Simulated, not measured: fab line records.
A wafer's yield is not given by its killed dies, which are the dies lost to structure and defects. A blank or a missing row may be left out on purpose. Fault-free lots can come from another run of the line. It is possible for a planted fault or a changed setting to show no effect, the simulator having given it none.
Matching of chambers | flow gf180mcu | GF_STI_ETCH_13 on rie-diel-03: 4 sister chambers
The step etches the open film in CHF3/O2, stops on Si, target depth 282.31 nm, time 112.9 s. 7 wafers are shown with their chamber, then 7 later ones without.

## EACH WAFER AND ITS CHAMBER
wafer  | chamber | drypump-motor-current-A (A) | throttle-valve-pct (%)
L416.3 | 1       | 5.9                         | 8.799
L420.1 | 0       | 5.9                         | 8.819
L420.5 | 3       | 6.3                         | 8.803
L425.5 | 3       | 6.3                         | 8.806
L425.6 | 2       | 5.4                         | 8.791
L428.3 | 2       | 5.4                         | 8.791
L428.5 | 0       | 6.0                         | 8.810

## WAFERS WITHOUT THEIR CHAMBER
wafer  | drypump-motor-current-A (A) | throttle-valve-pct (%)
L428.6 | 5.9                         | 8.818
L433.1 | 6.0                         | 8.827
L433.2 | 5.4                         | 8.818
L433.3 | 6.3                         | 8.808
L436.1 | 5.4                         | 8.811
L436.2 | 6.0                         | 8.816
L436.6 | 5.4                         | 8.801

## THE CHAMBER EACH PASSED THROUGH
wafer  | from the rows above | in truth
L428.6 | 0                   | 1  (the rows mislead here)
L433.1 | 0                   | 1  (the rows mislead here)
L433.2 | 2                   | 2
L433.3 | 3                   | 3
L436.1 | 2                   | 2
L436.2 | 0                   | 0
L436.6 | 2                   | 2
5 of 7 placed correctly. Left unplaced by these rows: 0. Placed wrongly: 2.
How it was worked out, from the rows above alone: a wafer's distance from a chamber is the root of the sum, over the readings, of the square of ((its reading less the chamber's mean) divided by the reading's scatter). If the next closest chamber is less than 2 further off than the closest, the wafer can't be placed; otherwise it belongs to the closest. For every chamber, the mean is computed from those of its wafers that are shown. How the scatter is found: for the shown wafers, subtract from each reading the mean of its chamber, square and add these, divide the total by (wafers less chambers), then take the root.
